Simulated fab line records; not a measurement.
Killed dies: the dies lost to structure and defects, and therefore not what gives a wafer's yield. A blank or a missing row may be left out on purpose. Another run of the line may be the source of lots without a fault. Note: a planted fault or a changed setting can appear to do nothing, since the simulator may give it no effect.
Which tool did it? + flow sfq_line + 14 lots with 42 wafers sampled at 3 steps, on a route of 325 steps

WHAT THE GAUGES READ, wafer by wafer
SFQ_M4_OVL_MEAS_926. Usual: M4_OVL -3 nm, standard deviation 5.6.
| lot  | measured     | on         | M4_OVL (nm) | flag |
|------|--------------|------------|-------------|------|
| L885 | day 45 00:37 | overlay-02 | -11 -11 -9  |      |
| L886 | day 45 06:36 | overlay-01 | -7 4 -1     |      |
| L887 | day 45 11:24 | overlay-01 | 3 2 4       |      |
| L888 | day 46 00:37 | overlay-01 | -3 -9 -9    |      |
| L890 | day 48 01:58 | overlay-02 | 0 -6 -3     |      |
| L894 | day 49 01:57 | overlay-02 | -4 -5 -9    |      |
| L895 | day 53 11:03 | overlay-01 | 6 5 6       |      |
| L900 | day 56 11:35 | overlay-01 | -1 -1 7     |      |
| L901 | day 56 15:54 | overlay-02 | -3 -12 -11  |      |
| L903 | day 56 20:41 | overlay-01 | -8 0 0      |      |
| L904 | day 57 01:29 | overlay-02 | -17 -14 -13 |      |
| L906 | day 57 15:54 | overlay-01 | -7 1 -5     |      |
| L907 | day 58 03:31 | overlay-02 | -8 -5 -7    |      |
| L908 | day 59 03:31 | overlay-02 | 2 -7 -9     |      |

SFQ_M5_OVL_MEAS_932. Usual: M5_OVL 0 nm, standard deviation 5.5.
| lot  | measured     | on         | M5_OVL (nm) | flag |
|------|--------------|------------|-------------|------|
| L885 | day 52 08:35 | overlay-02 | -5 2 -2     |      |
| L886 | day 52 09:46 | overlay-02 | -2 2 5      |      |
| L887 | day 52 10:58 | overlay-02 | 8 -3 -3     |      |
| L888 | day 52 12:11 | overlay-02 | -1 -2 -5    |      |
| L890 | day 54 20:26 | overlay-02 | 0 -2 -1     |      |
| L894 | day 55 18:50 | overlay-02 | 131 140 136 | OFF  |
| L895 | day 55 20:02 | overlay-02 | 147 148 144 | OFF  |
| L900 | day 62 04:22 | overlay-01 | 3 -3 -4     |      |
| L901 | day 62 05:34 | overlay-01 | 1 -4 -4     |      |
| L903 | day 62 07:58 | overlay-01 | 6 3 5       |      |
| L904 | day 62 09:10 | overlay-01 | 4 6 5       |      |
| L906 | day 67 09:05 | overlay-01 | 5 -3 -3     |      |
| L907 | day 67 14:17 | overlay-01 | -5 0 -1     |      |
| L908 | day 68 13:06 | overlay-01 | -5 3 4      |      |

EACH LOT AND THE TOOL THAT RAN IT (in order: tool; ch and the chambers of the sampled wafers; start)
| lot  | SFQ_TRILAYER_M5_LITHO_EXPOSE_124  |
|------|-----------------------------------|
| L885 | krf_scanner-01 ch 0, day 52 07:16 |
| L886 | krf_scanner-01 ch 0, day 52 08:16 |
| L887 | krf_scanner-01 ch 0, day 52 09:28 |
| L888 | krf_scanner-01 ch 0, day 52 10:52 |
| L890 | krf_scanner-02 ch 0, day 54 19:08 |
| L894 | krf_scanner-01 ch 0, day 55 17:20 |
| L895 | krf_scanner-01 ch 0, day 55 18:32 |
| L900 | krf_scanner-02 ch 0, day 62 03:16 |
| L901 | krf_scanner-02 ch 0, day 62 04:16 |
| L903 | krf_scanner-02 ch 0, day 62 06:28 |
| L904 | krf_scanner-02 ch 0, day 62 07:40 |
| L906 | krf_scanner-02 ch 0, day 67 07:47 |
| L907 | krf_scanner-02 ch 0, day 67 12:47 |
| L908 | krf_scanner-02 ch 0, day 68 11:59 |
- SFQ_TRILAYER_M5_LITHO_EXPOSE_124: exposes mask M5, target cd 700 nm.

AS READ BY THE TOOLS THEMSELVES (means over the sampled wafers that have a number; for cases with no such wafer, the mark the record gives instead)
SFQ_TRILAYER_M5_LITHO_EXPOSE_124. Usual: stage_vel_mm_s 500.00 mm/s, standard deviation 0.23.
| lot  | tool           | stage_vel_mm_s (mm/s) | flag |
|------|----------------|-----------------------|------|
| L885 | krf_scanner-01 | 499.96                |      |
| L886 | krf_scanner-01 | 499.98                |      |
| L887 | krf_scanner-01 | 499.91                |      |
| L888 | krf_scanner-01 | 499.97                |      |
| L890 | krf_scanner-02 | 499.86                |      |
| L894 | krf_scanner-01 | 500.11                |      |
| L895 | krf_scanner-01 | 499.89                |      |
| L900 | krf_scanner-02 | 500.14                |      |
| L901 | krf_scanner-02 | 500.07                |      |
| L903 | krf_scanner-02 | 500.25                |      |
| L904 | krf_scanner-02 | 500.11                |      |
| L906 | krf_scanner-02 | 500.14                |      |
| L907 | krf_scanner-02 | 499.83                |      |
| L908 | krf_scanner-02 | 500.20                |      |

THE ANSWER, worked out from the rows above alone
Rule: take the mean of a lot's wafers that have a number; if it is more than 3 standard deviations from the usual mean, the lot is off. Also off: a lot with no number at a reading for which 4 or more lots have one. All remaining lots with rows at the step are treated as sound. Order of review: gauges by route order, followed by the tools' own readings, for which a lot's mean as printed above is used. The first step at which some lot is off is used, and at that step the reading that is off furthest; a lot without a number counts as furthest.
Off: L894, L895, seen at SFQ_M5_OVL_MEAS_932 (M5_OVL).
If a tool, at a process step before that reading, ran all the lots that are off and no sound lot after the first of them, it fits. Gauges at SFQ_M5_OVL_MEAS_932: tried the same way as those tools. Can't be told from this: 2 tools fit, krf_scanner-01 at SFQ_TRILAYER_M5_LITHO_EXPOSE_124, overlay-02 at SFQ_M5_OVL_MEAS_932.

WHAT THE SIMULATOR HAD PUT IN
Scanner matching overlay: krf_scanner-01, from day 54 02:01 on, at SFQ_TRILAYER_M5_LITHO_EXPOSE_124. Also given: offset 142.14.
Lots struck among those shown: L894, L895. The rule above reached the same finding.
